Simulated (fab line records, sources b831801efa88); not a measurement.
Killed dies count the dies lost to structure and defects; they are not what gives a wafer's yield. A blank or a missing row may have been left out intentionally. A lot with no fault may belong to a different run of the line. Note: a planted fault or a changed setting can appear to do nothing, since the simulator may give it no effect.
Check for tools in common    flow gf180mcu    12 lots and 36 wafers in the sample

## WHY THIS WAS OPENED
GF_M4_RS_MEAS_05, reading M4_ALCU_RS: flagged on 2 of 12 lots. No-fault wafers: 0.0695 ohm/sq, standard deviation 0.00097.
Rule: flag the lot when none of its wafers has a number, or when each of its wafers that has one lies beyond 4 standard deviations from that mean. The rest of the lots are taken to be sound.

lot   measured      on             M4_ALCU_RS (ohm/sq), wafer by wafer  flag
L876  day 23 04:04  film_metro-02  0.0678 0.0697 0.0689                 
L878  day 23 18:28  film_metro-04  0.0693 0.0696 0.0693                 
L879  day 23 20:56  film_metro-03  0.0694 0.0695 0.0695                 
L881  day 24 13:01  film_metro-02  0.0688 0.0690 0.0692                 
L880  day 24 13:44  film_metro-02  0.0693 0.0696 0.0695                 
L882  day 25 01:04  film_metro-03  0.0708 0.0704 0.0701                 
L884  day 25 11:49  film_metro-03  0.0685 0.0687 0.0689                 
L885  day 25 22:44  film_metro-02  0.0690 0.0684 0.0697                 
L889  day 27 05:51  film_metro-03  0.0708 0.0721 0.0718                 
L892  day 28 01:11  film_metro-03  0.1895 0.1892 0.1927                 FLAGGED
L894  day 28 17:34  film_metro-03  0.1917 0.2032 0.2037                 FLAGGED
L897  day 29 13:58  film_metro-02  0.0681 0.0690 0.0684                 
Flagged lots average 0.1950 ohm/sq: +0.1255 ohm/sq relative to the usual, that is +99 or more standard deviations.

## TOOL THAT RAN EACH LOT
The record keeps 1 process step preceding the reading, out of 602 steps on the route. Every cell lists first the tool, next ch and the chambers used by the sampled wafers, and last the start.
lot   flag     GF_M4_SPUTTER_02
L876           pvd_sputter-03, day 23 03:58
L878           pvd_sputter-03, day 23 18:22
L879           pvd_sputter-04, day 23 20:49
L881           pvd_sputter-03, day 24 12:53
L880           pvd_sputter-02, day 24 13:39
L882           pvd_sputter-04, day 25 00:58
L884           pvd_sputter-04, day 25 11:41
L885           pvd_sputter-04, day 25 22:38
L889           pvd_sputter-02, day 27 05:44
L892  FLAGGED  pvd_sputter-03, day 28 01:05
L894  FLAGGED  pvd_sputter-03, day 28 17:26
L897           pvd_sputter-04, day 29 13:51
What the steps here do:
- GF_M4_SPUTTER_02: material AlCu, target thk 450 nm, time 23.9 s.
- GF_M4_RS_MEAS_05: measures by four-point-probe.

## FLAGGED AGAINST TOTAL, ONE TOOL AT A TIME (gauges that did the reading follow at the end)
step              tool            lots run  flagged  share of the flagged lots  sound lots run after its first flagged lot
GF_M4_SPUTTER_02  pvd_sputter-02  2         0        none                       -
GF_M4_SPUTTER_02  pvd_sputter-03  5         2        all                        0
GF_M4_SPUTTER_02  pvd_sputter-04  5         0        none                       -
GF_M4_RS_MEAS_05  film_metro-02   5         0        none                       -
GF_M4_RS_MEAS_05  film_metro-03   6         2        all                        0
GF_M4_RS_MEAS_05  film_metro-04   1         0        none                       -

## WHAT THE TABLE PERMITS
pvd_sputter-03 at GF_M4_SPUTTER_02 and film_metro-03 at GF_M4_RS_MEAS_05 are the 2 rows of the table that ran each flagged lot.
- pvd_sputter-03 at GF_M4_SPUTTER_02: 2 of its 5 lots flagged. A fault beginning between L881 (day 24 12:53), its last sound lot, and L892 (day 28 01:05), its first flagged one, fits the data.
- film_metro-03 at GF_M4_RS_MEAS_05: 2 of its 6 lots flagged. A fault beginning between L889 (day 27 05:51), its last sound lot, and L892 (day 28 01:11), its first flagged one, fits the data.
These 2 tools cannot be told apart by counting lots, since each of them fits a fault that started at some hour. More lots, or a look at what each step does to the wafer, might.

## WHAT THE SIMULATOR HAD PUT IN
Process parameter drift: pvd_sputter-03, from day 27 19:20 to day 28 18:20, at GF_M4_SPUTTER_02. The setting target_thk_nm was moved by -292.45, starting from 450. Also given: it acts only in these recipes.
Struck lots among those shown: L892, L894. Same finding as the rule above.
